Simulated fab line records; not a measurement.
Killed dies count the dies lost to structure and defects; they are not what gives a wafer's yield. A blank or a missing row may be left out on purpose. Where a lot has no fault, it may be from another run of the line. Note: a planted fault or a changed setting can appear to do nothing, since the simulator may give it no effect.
fab line records	flow sky130
[record] lots = 6	wafers = 18	last-day = 50
route steps=708 shown CONTACT@426 METAL1@434 PAD_OPEN@708
lots untouched by any fault: they come from a run of this same line in which no faults occurred
start-h: hours from the record's first day to the start of the lot's first wafer shown	wait-h: how many hours have passed since the lot's step before this one	" identical to the entry in the row above	L1.1+2: a single row standing in for several wafers	- no value, or no start given	* or withheld: withheld	< > ~ a bound
route shown NAME@n: NAME is a module with steps in the file, n the number in the route of the first one	usual: the fault-free wafers' mean and standard deviation	same: alike in all rows	chamber/n: place in a boat	sites: the reading at each site	_std_site: standard deviation across them	_edge_site: mean of outer sites minus mean of inner sites	radius-mm: how far each site lies from the wafer's centre	mask NAME#n: copy n	behind: the tool/chamber that last shaped the wafer	hold: what put the lot on hold/how long, in hours/how the hold closed	device: the n, p or np transistor that did not switch	end of line: the tests these same wafers got at the end of their route	for a step that has no rows: nothing shown but its recipe	killed: not the wafer's yield, but the dies lost to structure and defects at the first sort	map: per-die view of a wafer (x killed, . not killed, _ where there is no die)
set.NAME: the run value of the setting; set.NAME@STEP: its run value at that earlier step	model.NAME: the simulator's own value behind a step, which no gauge read
lots at some steps of the route; a table a step, a row a wafer
services: the hour from which a tool's chamber was out of use, counted from the record's first day as start-h (under 0 if before that day), plus the number of hours and why
[[steps]]
[step SKY_CONTACT_STRIP_20]
[recipe] chemistry = post-etch-residue-remover	time-s = 1200	temp-c = 72.5
[step SKY_CONTACT_CLEAN_21]
[recipe] chemistry = IPA	time-s = 180	temp-c = 25
[step SKY_CONTACT_CLEAN_22]
[recipe] chemistry = O3/DIW	dry = n2-spin
[step SKY_CONTACT_SPUTTER_23]
[recipe] material = TiN	target-thk-nm = 20	chamber-pressure-pa = 5	power-w = 4000	time-s = 80
[usual] chamber-pressure-pa = 5.001/0.0098	throttle-valve-pct = 29.9/0.95
lot.wafer	tool	chamber	start-h	wait-h	chamber-pressure-pa	throttle-valve-pct
L551.3	pvd-sputter-03	-	728.80	0.0	4.996	29.2
L551.4	"	-	"	"	4.987	30.7
L551.5	"	-	"	"	5.012	30.4
L552.1	pvd-sputter-03	-	743.25	0.0	5.012	30.5
L552.4	"	-	"	"	5.009	28.7
L552.5	"	-	"	"	4.993	29.0
L559.2	pvd-sputter-04	-	803.53	0.0	5.001	31.6
L559.5	"	-	"	"	4.991	31.8
L559.6	"	-	"	"	5.004	29.0
L560.1	pvd-sputter-03	-	812.36	0.0	5.007	28.9
L560.3	"	-	"	"	5.005	29.2
L560.6	"	-	"	"	5.013	28.8
L572.1	pvd-sputter-04	-	890.83	0.0	5.010	29.2
L572.2	"	-	"	"	5.014	29.5
L572.3	"	-	"	"	4.998	29.2
L574.1	pvd-sputter-03	-	904.86	0.0	5.003	29.0
L574.3	"	-	"	"	5.017	30.6
L574.6	"	-	"	"	5.003	30.3
[step SKY_CONTACT_CVD_24]
[recipe] material = W	target-thk-nm = 340	time-s = 102.12	temp-c = 400	pressure-torr = 40
[usual] heater-power-w = 877/28
lot.wafer	tool	chamber	start-h	wait-h	heater-power-w
L551.3	cvd-w-01	1	728.89	0.1	863
L551.4	"	0	"	"	838
L551.5	"	1	"	"	887
L552.1	cvd-w-02	1	743.31	0.0	869
L552.4	"	0	"	"	927
L552.5	"	1	"	"	871
L559.2	cvd-w-01	1	803.59	0.0	875
L559.5	"	0	"	"	854
L559.6	"	1	"	"	871
L560.1	cvd-w-01	1	812.42	0.0	876
L560.3	"	1	"	"	866
L560.6	"	0	"	"	855
L572.1	cvd-w-02	1	890.89	0.0	877
L572.2	"	0	"	"	965
L572.3	"	1	"	"	880
L574.1	cvd-w-01	1	904.92	0.0	878
L574.3	"	1	"	"	878
L574.6	"	1	"	"	889
[step SKY_CONTACT_RS_MEAS_25]
[recipe] thk-meas-gauge = four-point-probe	reads = W_of_CONTACT_CVD_24+TiN_of_CONTACT_SPUTTER_23
[usual] CONTACT_W_RS = 0.338/0.005
lot.wafer	tool	chamber	start-h	wait-h	CONTACT_W_RS[ohm/sq]
L551.3	film-metro-01	-	729.01	0.1	0.340
L551.4	"	-	"	"	0.344
L551.5	"	-	"	"	0.338
L552.1	film-metro-02	-	743.42	0.1	0.333
L552.4	"	-	"	"	0.328
L552.5	"	-	"	"	0.338
L559.2	film-metro-03	-	803.72	0.1	0.340
L559.5	"	-	"	"	0.342
L559.6	"	-	"	"	0.342
L560.1	film-metro-03	-	812.53	0.1	0.338
L560.3	"	-	"	"	0.339
L560.6	"	-	"	"	0.339
L572.1	film-metro-01	-	891.00	0.1	0.344
L572.2	"	-	"	"	0.331
L572.3	"	-	"	"	0.340
L574.1	film-metro-01	-	905.03	0.1	0.342
L574.3	"	-	"	"	0.344
L574.6	"	-	"	"	0.344
[step SKY_CONTACT_THK_MEAS_26]
[recipe] thk-meas-gauge = xrf	reads = W_of_CONTACT_CVD_24
[usual] CONTACT_W_THK = 337/5.6
lot.wafer	tool	chamber	start-h	wait-h	CONTACT_W_THK[nm]
L551.3	film-metro-01	-	729.11	0.1	336
L551.4	"	-	"	"	333
L551.5	"	-	"	"	339
L552.1	film-metro-02	-	743.54	0.1	341
L552.4	"	-	"	"	347
L552.5	"	-	"	"	335
L559.2	film-metro-03	-	803.83	0.1	334
L559.5	"	-	"	"	332
L559.6	"	-	"	"	334
L560.1	film-metro-03	-	812.65	0.1	336
L560.3	"	-	"	"	335
L560.6	"	-	"	"	336
L572.1	film-metro-01	-	891.12	0.1	334
L572.2	"	-	"	"	348
L572.3	"	-	"	"	337
L574.1	film-metro-01	-	905.15	0.1	336
L574.3	"	-	"	"	331
L574.6	"	-	"	"	334
[step SKY_CONTACT_CMP_27]
[recipe] stop-on = SiO2	t-overpolish-s = 15	down-force-psi = 3.5	platen-rpm = 60	target-thk-nm = 0	pad-velocity-m-s = 0.94248
[usual] motor-current-A = 11.0/1.6	overpolish-run-s = 15.001/0.0098	slurry-filter-dp-kPa = 13.51/0.12	time-to-endpoint-s = 79.1/3
lot.wafer	tool	chamber	start-h	wait-h	motor-current-A	overpolish-run-s	slurry-filter-dp-kPa	time-to-endpoint-s
L551.3	cmp-01	2	729.25	0.1	11.5	14.999	13.52	79.9
L551.4	"	3	"	"	8.5	14.993	13.58	78.9
L551.5	"	1	"	"	12.1	15.002	13.42	85.2
L552.4	cmp-02	2	743.65	0.1	11.7	15.004	13.30	85.7
L552.1	"	3	"	"	12.1	14.993	13.40	83.0
L552.5	"	1	"	"	11.6	15.001	13.36	80.5
L559.2	cmp-02	0	803.98	0.1	10.5	14.992	13.44	73.9
L559.6	"	2	"	"	12.2	14.997	13.44	78.2
L559.5	"	3	"	"	12.3	14.981	13.67	77.5
L560.1	cmp-02	1	812.71	0.1	12.6	14.990	13.48	78.8
L560.3	"	3	"	"	12.2	14.999	13.45	78.7
L560.6	"	1	"	"	12.3	14.995	13.54	78.9
L572.3	cmp-01	0	891.87	0.7	8.6	15.012	13.24	81.9
L572.2	"	1	"	"	11.3	14.990	13.54	82.9
L572.1	"	2	"	"	12.1	15.008	13.39	78.4
L574.1	cmp-01	0	905.31	0.1	9.0	15.008	13.67	79.4
L574.3	"	1	"	"	11.7	14.975	13.53	77.4
L574.6	"	2	"	"	12.4	15.004	13.58	74.2
[step SKY_METAL1_SPUTTER_00]
[recipe] material = Ti	target-thk-nm = 15	power-w = 3000	time-s = 10	chamber-pressure-pa = 0.4
[step SKY_METAL1_SPUTTER_01]
[recipe] material = TiN	target-thk-nm = 20	power-w = 6500	time-s = 16.7	chamber-pressure-pa = 0.4
[usual] chamber-pressure-pa = 0.4000/0.00079	throttle-valve-pct = 30.2/0.94
lot.wafer	tool	chamber	start-h	wait-h	chamber-pressure-pa	throttle-valve-pct
L551.3	pvd-sputter-04	-	729.47	0.0	0.3999	31.8
L551.4	"	-	"	"	0.4000	29.5
L551.5	"	-	"	"	0.4008	29.0
L552.1	pvd-sputter-04	-	743.92	0.0	0.3998	28.9
L552.4	"	-	"	"	0.4014	29.6
L552.5	"	-	"	"	0.3989	31.8
L559.2	pvd-sputter-04	-	804.20	0.0	0.4001	31.7
L559.5	"	-	"	"	0.4012	29.5
L559.6	"	-	"	"	0.3996	28.9
L560.1	pvd-sputter-04	-	813.04	0.0	0.4004	29.1
L560.3	"	-	"	"	0.3996	29.6
L560.6	"	-	"	"	0.3994	31.5
L572.1	pvd-sputter-01	-	892.15	0.0	0.4010	30.5
L572.2	"	-	"	"	0.3998	29.5
L572.3	"	-	"	"	0.3993	30.9
L574.1	pvd-sputter-02	-	905.53	0.0	0.4017	30.0
L574.3	"	-	"	"	0.4001	28.3
L574.6	"	-	"	"	0.4010	30.9
[step SKY_METAL1_SPUTTER_02]
[recipe] material = AlCu	target-thk-nm = 250	power-w = 10600	time-s = 13.3	chamber-pressure-pa = 0.4
[usual] chamber-pressure-pa = 0.4000/0.00091	throttle-valve-pct = 30.1/0.93
lot.wafer	tool	chamber	start-h	wait-h	chamber-pressure-pa	throttle-valve-pct
L551.3	pvd-sputter-04	-	729.50	0.0	0.4007	31.5
L551.4	"	-	"	"	0.4007	29.3
L551.5	"	-	"	"	0.4005	28.8
L552.1	pvd-sputter-04	-	743.94	0.0	0.3999	28.8
L552.4	"	-	"	"	0.4001	29.4
L552.5	"	-	"	"	0.4003	31.6
L559.2	pvd-sputter-04	-	804.23	0.0	0.3992	31.4
L559.5	"	-	"	"	0.4014	29.4
L559.6	"	-	"	"	0.3984	28.9
L560.1	pvd-sputter-04	-	813.06	0.0	0.4000	29.2
L560.3	"	-	"	"	0.4000	29.3
L560.6	"	-	"	"	0.4022	31.6
L572.1	pvd-sputter-01	-	892.17	0.0	0.3997	30.2
L572.2	"	-	"	"	0.4000	29.6
L572.3	"	-	"	"	0.3997	30.7
L574.1	pvd-sputter-02	-	905.56	0.0	0.4001	29.8
L574.3	"	-	"	"	0.4000	28.2
L574.6	"	-	"	"	0.3998	31.1
[step SKY_METAL1_SPUTTER_03]
[recipe] material = Ti	target-thk-nm = 5	power-w = 3000	time-s = 3.3	chamber-pressure-pa = 0.4
[step SKY_METAL1_SPUTTER_04]
[recipe] material = TiN	target-thk-nm = 70	power-w = 6500	time-s = 58.3	chamber-pressure-pa = 0.4
[usual] chamber-pressure-pa = 0.3999/0.00078	throttle-valve-pct = 30.1/0.94
lot.wafer	tool	chamber	start-h	wait-h	chamber-pressure-pa	throttle-valve-pct
L551.3	pvd-sputter-04	-	729.55	0.0	0.4002	31.9
L551.4	"	-	"	"	0.3994	29.4
L551.5	"	-	"	"	0.4005	29.3
L552.1	pvd-sputter-04	-	743.99	0.0	0.4012	29.1
L552.4	"	-	"	"	0.4008	29.4
L552.5	"	-	"	"	0.3996	31.6
L559.2	pvd-sputter-04	-	804.27	0.0	0.4475	29.7
L559.5	"	-	"	"	0.4470	27.9
L559.6	"	-	"	"	0.4478	27.5
L560.1	pvd-sputter-04	-	813.10	0.0	0.4471	27.8
L560.3	"	-	"	"	0.4467	27.9
L560.6	"	-	"	"	0.4472	30.0
L572.1	pvd-sputter-01	-	892.21	0.0	0.3994	30.3
L572.2	"	-	"	"	0.4010	29.7
L572.3	"	-	"	"	0.3995	30.9
L574.1	pvd-sputter-02	-	905.60	0.0	0.4002	30.3
L574.3	"	-	"	"	0.4017	28.3
L574.6	"	-	"	"	0.3993	31.2
[step SKY_METAL1_RS_MEAS_05]
[recipe] thk-meas-gauge = four-point-probe	reads = TiN_of_METAL1_SPUTTER_04+Ti_of_METAL1_SPUTTER_03+AlCu_of_METAL1_SPUTTER_02+TiN_of_METAL1_SPUTTER_01+Ti_of_METAL1_SPUTTER_00
[usual] METAL1_ALCU_RS = 0.1263/0.0016
lot.wafer	tool	chamber	start-h	wait-h	METAL1_ALCU_RS[ohm/sq]
L551.3	film-metro-04	-	729.64	0.1	0.1267
L551.4	"	-	"	"	0.1276
L551.5	"	-	"	"	0.1262
L552.1	film-metro-04	-	744.04	0.0	0.1247
L552.4	"	-	"	"	0.1266
L552.5	"	-	"	"	0.1250
L559.2	film-metro-01	-	804.34	0.0	0.1269
L559.5	"	-	"	"	0.1295
L559.6	"	-	"	"	0.1267
L560.1	film-metro-01	-	813.15	0.0	0.1298
L560.3	"	-	"	"	0.1287
L560.6	"	-	"	"	0.1268
L572.1	film-metro-04	-	892.26	0.0	0.1250
L572.2	"	-	"	"	0.1246
L572.3	"	-	"	"	0.1244
L574.1	film-metro-02	-	905.65	0.0	0.1265
L574.3	"	-	"	"	0.1273
L574.6	"	-	"	"	0.1268
[step SKY_PAD_OPEN_PROBE_99]
[usual] defect-limited-yield = 82.4/2.2	killed_at_M0_to_M3 = 44/7.7	killed_at_M4_up = 3.2/1.7	killed-at-contacts = 24/5.3	killed-at-front-end = 15/4.3	killed-at-other = 0.3/0.57	killed-dies = 87/11	killed-open = 47/7.4	killed-short = 40/6.5	sort_bin_3_pad_short = 0.8/0.4	sort_bin_5_function = 10.5/1.6	sort_bin_6_memory = 6.3/1.2	sort-n-pass = 405/11	sort-yield-pct = 82.4/2.2
[same] gross-dies = 492	killed-at-back-side = 0	sort_bin_4_leakage[%] = 0	sort_bin_8_speed[%] = 0
lot.wafer	tool	chamber	start-h	wait-h	defect-limited-yield[%]	killed_at_M0_to_M3	killed_at_M4_up	killed-at-contacts	killed-at-front-end	killed-at-other	killed-dies	killed-open	killed-short	sort_bin_3_pad_short[%]	sort_bin_5_function[%]	sort_bin_6_memory[%]	sort-n-pass	sort-yield-pct[%]
L551.3	prober-02	-	1068.75	0.2	82.7	43	3	24	14	1	85	48	37	1.6	9.8	5.9	407	82.7
L551.4	prober-02	-	1068.80	0.2	83.5	45	4	22	10	0	81	45	36	0.8	10.4	5.3	411	83.5
L551.5	prober-02	-	1068.85	0.2	81.1	47	6	25	14	1	93	46	47	1.4	12.4	5.1	399	81.1
L552.1	prober-01	-	1079.19	0.1	83.3	46	0	20	16	0	82	52	30	0.2	8.9	7.5	410	83.3
L552.4	prober-01	-	1079.34	0.2	78.3	60	5	24	18	0	107	62	44	1.0	12.2	8.5	385	78.3
L552.5	prober-01	-	1079.39	0.2	88.4	27	3	14	13	0	57	26	31	0.6	6.7	4.3	435	88.4
L559.2	prober-02	-	1123.25	0.1	85.0	38	1	20	14	1	74	38	36	1.0	9.3	4.7	418	85.0
L559.5	prober-02	-	1123.40	0.2	85.2	44	1	18	10	0	73	43	30	0.6	8.9	5.3	419	85.2
L559.6	prober-02	-	1123.45	0.2	85.8	42	2	17	9	0	70	41	29	0.2	9.8	4.3	422	85.8
L560.1	prober-01	-	1133.60	0.1	83.9	45	5	18	11	0	79	39	40	1.0	10.4	4.7	413	83.9
L560.3	prober-01	-	1133.70	0.2	81.1	52	5	24	12	0	93	52	41	0.4	11.0	7.5	399	81.1
L560.6	prober-01	-	1133.85	0.2	84.1	45	5	20	8	0	78	44	33	0.2	10.0	5.7	414	84.1
L572.1	prober-01	-	1187.97	0.1	82.5	43	2	27	14	0	86	52	33	1.0	10.2	6.3	406	82.5
L572.2	prober-01	-	1188.02	0.1	87.2	35	0	17	11	0	63	31	31	0.6	6.3	5.9	429	87.2
L572.3	prober-01	-	1188.07	0.2	85.8	35	3	16	16	0	70	39	30	0.6	7.9	5.7	422	85.8
L574.1	prober-01	-	1194.14	0.1	83.7	33	4	24	17	2	80	43	36	1.2	8.7	6.3	412	83.7
L574.3	prober-01	-	1194.24	0.2	85.6	35	4	20	12	0	71	38	33	0.4	10.0	4.1	421	85.6
L574.6	prober-01	-	1194.39	0.2	82.7	44	1	27	12	1	85	40	44	1.4	8.1	7.7	407	82.7
// killed by level:class
L551.3 CONTACT:geometric-particle:open=13 VIA1:geometric-particle:open=12 VIA1:geometric-particle:short=10 VIA2:geometric-particle:open=7 POLY_GATE:geometric-particle:open=5 CONTACT:geometric-particle:short=5 FIELD_ISO:geometric-particle:open=4 FIELD_ISO:geometric-particle:short=3
L551.4 LI_CONTACT:geometric-particle:open=10 VIA1:geometric-particle:open=10 VIA3:geometric-particle:open=7 VIA1:geometric-particle:short=5 POLY_GATE:geometric-particle:open=4 VIA2:geometric-particle:open=4 LI_CONTACT:geometric-particle:short=4 CONTACT:geometric-particle:open=4
L551.5 VIA1:geometric-particle:open=15 LI_CONTACT:geometric-particle:open=8 VIA1:geometric-particle:short=8 CONTACT:geometric-particle:open=6 VIA2:geometric-particle:open=6 METAL4:geometric-particle:short=6 POLY_GATE:geometric-particle:short=5 METAL1:geometric-particle:short=5
L552.1 CONTACT:geometric-particle:open=11 VIA3:geometric-particle:open=10 VIA2:geometric-particle:open=8 METAL1:geometric-particle:short=6 VIA1:geometric-particle:open=6 POLY_GATE:geometric-particle:short=5 METAL2:geometric-particle:short=5 FIELD_ISO:geometric-particle:short=4
L552.4 VIA1:geometric-particle:open=18 VIA3:geometric-particle:open=11 LI_CONTACT:geometric-particle:open=7 CONTACT:geometric-particle:open=7 VIA2:geometric-particle:open=7 METAL3:geometric-particle:short=6 FIELD_ISO:geometric-particle:short=5 FIELD_ISO:geometric-particle:open=5
L552.5 CONTACT:geometric-particle:open=7 VIA1:geometric-particle:short=7 METAL3:geometric-particle:short=5 FIELD_ISO:geometric-particle:open=3 VIA1:geometric-particle:open=3 LOCAL_INTERCONNECT:geometric-particle:short=3 CONTACT:geometric-particle:short=3 VIA2:geometric-particle:open=3
L559.2 VIA1:geometric-particle:open=8 LI_CONTACT:geometric-particle:open=7 CONTACT:geometric-particle:open=7 METAL2:geometric-particle:short=6 METAL1:geometric-particle:short=5 FIELD_ISO:geometric-particle:short=4 FIELD_ISO:geometric-particle:open=4 VIA3:geometric-particle:open=4
L559.5 VIA2:geometric-particle:open=11 VIA1:geometric-particle:open=9 LI_CONTACT:geometric-particle:open=6 CONTACT:geometric-particle:open=6 VIA1:geometric-particle:short=6 METAL2:geometric-particle:short=4 METAL1:geometric-particle:short=4 LOCAL_INTERCONNECT:geometric-particle:short=3
L559.6 VIA1:geometric-particle:open=9 CONTACT:geometric-particle:short=7 VIA3:geometric-particle:open=7 VIA2:geometric-particle:open=7 VIA1:geometric-particle:short=6 FIELD_ISO:geometric-particle:open=4 LI_CONTACT:geometric-particle:open=4 CONTACT:geometric-particle:open=4
L560.1 VIA1:geometric-particle:short=8 VIA1:geometric-particle:open=8 LI_CONTACT:geometric-particle:open=6 VIA2:geometric-particle:open=6 CONTACT:geometric-particle:open=4 LI_CONTACT:geometric-particle:short=4 VIA2:geometric-particle:short=4 VIA3:geometric-particle:open=4
L560.3 VIA2:geometric-particle:open=10 CONTACT:geometric-particle:open=9 VIA1:geometric-particle:open=9 METAL1:geometric-particle:short=8 METAL2:geometric-particle:short=7 LI_CONTACT:geometric-particle:open=6 POLY_GATE:geometric-particle:short=4 CONTACT:geometric-particle:short=4
L560.6 VIA1:geometric-particle:open=14 VIA3:geometric-particle:open=9 METAL2:geometric-particle:short=6 LI_CONTACT:geometric-particle:open=5 METAL1:geometric-particle:short=5 CONTACT:geometric-particle:open=5 VIA2:geometric-particle:open=5 CONTACT:geometric-particle:short=4
L572.1 VIA1:geometric-particle:open=14 LI_CONTACT:geometric-particle:open=12 VIA2:geometric-particle:open=7 LOCAL_INTERCONNECT:geometric-particle:short=5 METAL1:geometric-particle:short=5 CONTACT:geometric-particle:open=4 VIA3:geometric-particle:open=4 POLY_GATE:geometric-particle:open=3
L572.2 VIA3:geometric-particle:open=7 FIELD_ISO:geometric-particle:short=6 CONTACT:geometric-particle:short=5 CONTACT:geometric-particle:open=5 VIA1:geometric-particle:open=5 VIA2:geometric-particle:open=5 POLY_GATE:geometric-particle:open=4 LI_CONTACT:geometric-particle:open=4
L572.3 VIA1:geometric-particle:open=9 LI_CONTACT:geometric-particle:open=7 METAL1:geometric-particle:short=6 FIELD_ISO:geometric-particle:short=5 POLY_GATE:geometric-particle:open=5 VIA2:geometric-particle:open=5 VIA3:geometric-particle:open=5 CONTACT:geometric-particle:short=4
L574.1 CONTACT:geometric-particle:open=8 LOCAL_INTERCONNECT:geometric-particle:short=7 VIA3:geometric-particle:open=6 VIA1:geometric-particle:open=5 VIA1:geometric-particle:short=5 VIA2:geometric-particle:open=5 FIELD_ISO:geometric-particle:open=4 LI_CONTACT:geometric-particle:open=4
L574.3 VIA3:geometric-particle:open=9 CONTACT:geometric-particle:open=7 CONTACT:geometric-particle:short=5 METAL2:geometric-particle:short=5 VIA1:geometric-particle:open=5 LI_CONTACT:geometric-particle:open=4 VIA3:geometric-particle:short=4 FIELD_ISO:geometric-particle:short=3
L574.6 VIA1:geometric-particle:short=9 LI_CONTACT:geometric-particle:open=8 VIA1:geometric-particle:open=8 CONTACT:geometric-particle:short=7 VIA3:geometric-particle:open=6 POLY_GATE:geometric-particle:short=5 CONTACT:geometric-particle:open=5 POLY_GATE:geometric-particle:open=4
[[services]]
tool	chamber	start-h	hours	kind
cvd-w-01	0	711.34	8.7	repair
pvd-sputter-01	-	717.10	16.7	repair
cvd-w-01	-	720.14	0.4	repair
pvd-sputter-04	-	733.21	8.5	repair
cmp-02	-	744.68	4.0	pm
cvd-w-01	-	750.10	0.7	repair
pvd-sputter-01	-	758.97	0.6	repair
cmp-01	-	761.34	11.3	pm
pvd-sputter-01	-	768.21	3.8	repair
pvd-sputter-01	-	795.78	3.4	repair
cmp-02	-	797.60	1.1	repair
pvd-sputter-04	-	808.24	1.2	repair
cvd-w-01	-	808.44	0.9	repair
cmp-02	-	820.43	0.6	repair
pvd-sputter-04	-	823.10	12.2	repair
cmp-01	-	823.54	1.1	repair
cmp-02	-	832.52	1.5	repair
pvd-sputter-03	-	835.45	1.4	repair
cmp-02	-	843.39	15.6	pm
cvd-w-02	0	845.29	35.8	repair
cmp-01	-	859.08	4.2	pm
cmp-01	-	871.35	0.6	repair
cmp-02	-	886.09	8.3	pm
cvd-w-02	-	904.00	14.0	pm
[[key]]
[first-sign] step = SKY_METAL1_SPUTTER_04	reading = chamber-pressure-pa	direction = up	sigmas = 60	usual = 0.3999	struck = 0.4472
[effect] step = SKY_METAL1_SPUTTER_04	reading = throttle-valve-pct	direction = down	sigmas = 1.8	usual = 30.1	struck = 28.5
met-at SKY_METAL1_SPUTTER_04
struck-wafers L559.2,L559.5,L559.6,L560.1,L560.3,L560.6
onset-between 743.99 804.27
[fault] kind = process-parameter-drift	tool = pvd-sputter-04	chamber = -	onset-h = 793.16	steps = SKY_METAL1_SPUTTER_04	channel = chamber-pressure-pa	offset = 0.046777	shape = step	end-h = 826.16	acts-in = these-recipes-only	stated = 0.4
